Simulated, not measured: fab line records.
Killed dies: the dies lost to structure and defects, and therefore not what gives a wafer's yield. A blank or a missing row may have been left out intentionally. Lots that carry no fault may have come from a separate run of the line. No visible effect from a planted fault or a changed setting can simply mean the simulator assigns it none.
Problem report in the 8D (eight disciplines) form, filled by code -- flow sky130 -- the parts of the form that need people (team, actions taken, sign-off) are left out

== 1. THE PROBLEM ==
POLY_GATE_CVD_00_THK at SKY_POLY_GATE_THK_MEAS_01 reads a mean of 196.4 nm on 3 wafers of 1 lot; wafers without a fault read 179.9 nm with a standard deviation of 1.6. Relative to the usual mean, that is a shift of +10 standard deviations.
First seen on wafer L586.1, day 20 10:53, on film-metro-02. The record has a number at this step for 39 wafers belonging to 13 lots. The rule behind "out" and "out of limits": a value lying over 4 standard deviations away from the usual mean. The other wafers with a number count as sound.

== 2. WHAT IT IS; WHAT IT IS NOT ==
question,is,is not
which readings at this step,POLY_GATE_CVD_00_THK,-
which lots,L586,"L568, L570, L571, L572, L573, L574, L575, L576, L577, L578, L580, L581"
which wafers of those lots,all that have a number,-
read on which gauges,film-metro-02,"film-metro-01, film-metro-03"
when,from day 20 10:53,up to then (36 sound wafers)

== 3. THE SUSPECTS, EACH WITH WHAT RULES IT OUT ==
Counting: any tool at a process step up to the reading is kept as a suspect provided that every lot that is out went through it and no sound lot did after the first of them.
- the gauge at SKY_POLY_GATE_THK_MEAS_01: ruled out. All the wafers that are out were read on film-metro-02, but those of them that SKY_POLY_GATE_CVD_00 has rows for are out there too, on other tools.
- lpcvd-01 at SKY_POLY_GATE_CVD_00 (deposits poly-Si, target thk 180 nm, time 720 s): kept. It ran the lot that is out, L586 (day 20 09:41), and no sound lot after that; its last sound lot up to then is L581 (day 18 13:47). On those wafers its own readings are out: susceptor-temp-C.
After counting, what remains is lpcvd-01 at SKY_POLY_GATE_CVD_00.

== 4. THE CAUSE (what the simulator had put in) ==
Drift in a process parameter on lpcvd-01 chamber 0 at SKY_POLY_GATE_CVD_00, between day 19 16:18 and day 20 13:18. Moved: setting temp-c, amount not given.
The count eliminated every tool but this one.

== 5. THE CHAIN OF EFFECTS, in route order ==
One row per reading whose mean, taken over the struck wafers that have a number, lies over 3 standard deviations from the usual. Only readings whose record carries a usual standard deviation are examined. hours: median over the lots of the time between each lot's start at the first step of this table that gives one and its start at this step. sigmas: the change, counted in usual standard deviations.
hours,step,reading,usual,on struck wafers,change,sigmas
0,SKY_POLY_GATE_CVD_00,spike-tc-lower-C,620.4 C,624.1,+3.7,+3.1
0,SKY_POLY_GATE_CVD_00,spike-tc-upper-C,621.1 C,625.4,+4.3,+4.4
0,SKY_POLY_GATE_CVD_00,susceptor-temp-C,619.95 C,623.63,+3.68,+13
1,SKY_POLY_GATE_THK_MEAS_01,POLY_GATE_CVD_00_THK,179.9 nm,196.4,+16.5,+10
It contains these process steps:
- SKY_POLY_GATE_CVD_00: deposits poly-Si, target thk 180 nm, time 720 s.
Later steps that measure or inspect, where all struck wafers having a row at the step show a number for every such reading and not one has moved that far: SKY_LOCAL_INTERCONNECT_OVL_MEAS_12.

== 6. WHAT WOULD HAVE CAUGHT IT SOONER ==
The first out-of-limits reading at a measuring or inspecting step in this record came at day 20 10:53, 19 hours after the fault's start at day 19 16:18.
At SKY_POLY_GATE_CVD_00, the tool's own readings (susceptor-temp-C) were out on each struck wafer the step has a row for, so an alarm limit on them would have fired on the first such wafer.
The start of SKY_POLY_GATE_CVD_00 on lpcvd-01 came by day 20 10:53 for every one of the lots that are out (1). Tool hold at that time: it would have spared none of them.
